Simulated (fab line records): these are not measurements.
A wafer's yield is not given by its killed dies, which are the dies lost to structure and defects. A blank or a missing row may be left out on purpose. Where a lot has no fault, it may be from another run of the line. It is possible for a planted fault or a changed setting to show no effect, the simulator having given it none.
fab line records    flow sky130
[record] lots = 5  wafers = 15  lastDay = 50
route steps=708 shown NWELL@61
lots that met no fault: taken from a fault-free run of the same line
startH: hours from the record's first day to the start of the lot's first wafer shown    waitH: hours from the lot's prior step to this one    " identical to the entry in the row above    L1.1+2: one row covering several wafers at once    - either no value or no given start    * or withheld: withheld    < > ~ a bound
route shown NAME@n: names a module that has steps shown in the file, with the first one's number in the route    usual: mean and standard deviation over wafers with no fault    same: alike in all rows    chamber/n: place in a boat    sites: per-site readings    _std_site: how widely they spread, as a standard deviation    _edge_site: mean of outer sites minus mean of inner sites    radiusMm: for every site, how far away it sits from the centre of the wafer    mask NAME#n: copy n    behind: the last tool/chamber to shape the wafer    hold: the reason the lot was held/the length of the hold in hours/how it ended    device: transistor that didn't switch, given as n, p or np    end of line: tests run on the same wafers once the route is complete    step lacking rows: just its recipe    killed: count of dies lost to structure and defects at first sort (not the wafer's yield)    map: the dies of a wafer, with x for killed, . for not killed, _ for no die there
set.NAME: the setting the step ran with; set.NAME@STEP: the setting that earlier step ran with    model.NAME: the simulator's own value behind a step, which no gauge read
lots at selected steps of the route; one table per step, one row per wafer
services: a tool's chamber out of use, with start hour (startH, from the record's first day; less than 0 if before it), hours out, and reason
[[steps]]
[step SKY_NWELL_PEB_08]
[recipe] tempC = 115  timeS = withheld
[step SKY_NWELL_DEVELOP_09]
[recipe] wallAngleDeg = 90  developer = TMAH  developTimeS = 60  devTempC = 23
[step SKY_NWELL_OVL_MEAS_10]
[usual] NWELL_00_OVL = -1.1/1.5
lot.wafer  tool        chamber  startH  waitH  NWELL_00_OVL[nm]
L813.1     overlay-01  -        104.77  -      -1.0
L813.2     "           -        "       "      -0.3
L813.5     "           -        "       "      -1.5
L814.2     overlay-02  -        114.32  -      -1.1
L814.3     "           -        "       "      3.7
L814.4     "           -        "       "      -0.3
L815.1     overlay-02  -        120.19  -      -2.0
L815.4     "           -        "       "      -3.0
L815.6     "           -        "       "      -3.1
L827.1     overlay-02  -        195.39  -      -2.4
L827.4     "           -        "       "      -1.0
L827.6     "           -        "       "      -1.5
L831.1     overlay-01  -        213.10  -      -0.5
L831.4     "           -        "       "      -1.0
L831.6     "           -        "       "      -0.2
[step SKY_NWELL_IMPLANT_11]
[recipe] species = P  energyKev = 400  doseCm2 = 1.9e+13  tiltDeg = withheld
[step SKY_NWELL_IMPLANT_12]
[recipe] species = P  energyKev = 120  doseCm2 = 1.3e+12  tiltDeg = withheld
[step SKY_NWELL_IMPLANT_13]
[recipe] species = P  energyKev = 50  doseCm2 = 7e+11  tiltDeg = withheld
[step SKY_NWELL_STRIP_14]
[recipe] chemistry = O2/N2  powerW = 1400  pressureMtorr = 1500  platenTempC = withheld  o2FlowSccm = 3000  n2FlowSccm = 300  overashFraction = 0.5
[usual] drypumpMotorCurrentA = 5.8/0.48  oesProductAu = 0.722/0.0044  stripTimeToEndpointS = 36.98/0.1
lot.wafer  tool            chamber  startH  waitH  drypumpMotorCurrentA  oesProductAu  rfHoursCounterH  stripTimeToEndpointS
L813.1     plasmaAsher-01  0        105.25  0.1    6.1                   0.723         40               36.89
L813.2     "               1        "       "      5.4                   0.709         40               37.03
L813.5     "               1        "       "      5.4                   0.721         -                36.99
L814.2     plasmaAsher-02  0        114.80  0.1    6.4                   0.723         43               36.99
L814.3     "               1        "       "      6.3                   0.720         -                37.03
L814.4     "               0        "       "      6.4                   0.726         -                36.99
L815.1     plasmaAsher-02  0        120.67  0.1    6.4                   0.722         44               37.03
L815.4     "               1        "       "      6.3                   0.721         -                37.14
L815.6     "               1        "       "      6.3                   0.722         -                37.12
L827.1     plasmaAsher-03  1        195.87  0.1    5.8                   0.725         38               37.17
L827.4     "               0        "       "      5.0                   0.721         -                37.12
L827.6     "               0        "       "      5.0                   0.724         -                37.08
L831.1     plasmaAsher-03  1        213.58  0.1    5.8                   0.721         40               37.01
L831.4     "               0        "       "      5.0                   0.717         -                37.12
L831.6     "               1        "       "      5.9                   0.721         -                37.12
[step SKY_NWELL_TW_MEAS_15]
[usual] NWELL_TW = 1822/10
lot.wafer  tool          chamber  startH  waitH  NWELL_TW
L813.1     filmMetro-02  -        105.40  0.1    1816
L813.2     "             -        "       "      1802
L813.5     "             -        "       "      1807
L814.2     filmMetro-04  -        114.91  0.1    1832
L814.3     "             -        "       "      1824
L814.4     "             -        "       "      1837
L815.1     filmMetro-02  -        120.77  0.1    1821
L815.4     "             -        "       "      1803
L815.6     "             -        "       "      1816
L827.1     filmMetro-03  -        195.97  0.1    1823
L827.4     "             -        "       "      1817
L827.6     "             -        "       "      1828
L831.1     filmMetro-02  -        213.68  0.1    1812
L831.4     "             -        "       "      1802
L831.6     "             -        "       "      1804
[step SKY_NWELL_DEHYDRATE_16]
[recipe] tempC = 200  timeS = 60
[step SKY_NWELL_HMDS_17]
[recipe] primeTimeS = 60  primeTempC = 120
[step SKY_NWELL_COAT_18]
[recipe] spinRpm = 2000  resistThkNm = 3000
[step SKY_NWELL_SOFTBAKE_19]
[recipe] tempC = 110  timeS = withheld
[step SKY_NWELL_EXPOSE_20]
[recipe] maskId = NWM_COMPLEMENT  na = 0.6  sourceShape = conventional  sigmaOuter = 0.6  polarization = unpolarized  targetCdNm = 840  doseMj = 260
lot.wafer   tool             chamber  startH  waitH  mask
L813.1+2+5  ilineStepper-02  0        115.09  -      NWM_COMPLEMENT#0
L814.2+3+4  ilineStepper-01  0        123.64  -      NWM_COMPLEMENT#0
L815.1+4+6  ilineStepper-02  0        130.26  -      NWM_COMPLEMENT_R1#0
L827.1+4+6  ilineStepper-01  0        206.62  -      NWM_COMPLEMENT#0
L831.1+4+6  ilineStepper-01  0        224.36  -      NWM_COMPLEMENT#0
[step SKY_NWELL_PEB_21]
[recipe] tempC = 115  timeS = withheld
[[services]]
tool             chamber  startH  hours  kind
ilineStepper-02  -        135.78  9.0    repair
ilineStepper-01  -        152.08  1.4    repair
plasmaAsher-03   -        162.50  0.8    repair
ilineStepper-01  0        180.05  -      calibration
plasmaAsher-01   -        180.68  1.0    repair
plasmaAsher-01   -        190.72  5.4    repair
plasmaAsher-01   -        193.62  7.4    repair
ilineStepper-02  -        194.85  22.4   repair
[[key]]
[firstSign] step = SKY_NWELL_EXPOSE_20  reading = mask  direction = changed
effect none on later readings
metAt SKY_NWELL_EXPOSE_20
struckWafers L815.1,L815.4,L815.6
sortLeftOut L815.1,L815.4,L815.6
testerLeftOut L815
onsetBetween 115.09 130.26
[fault] kind = wrongMask  tool = any  chamber = -  onsetH = 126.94  steps = SKY_NWELL_EXPOSE_20  auxCopy = NWM_COMPLEMENT_R1#0  cdOffsetNm = -168  scope = struckLotsOnly
// testerLeftOut: of these lots the tester's yield and bins aren't shown, on N5 and GAA mostly nor the transistor test; their killed dies are dies lost to structure and defects alone, not to doping, threshold or leakage, so they don't give the yield
// sortLeftOut: the simulated sort isn't trusted on such a fault, so these wafers' sort isn't shown, and their yield isn't known
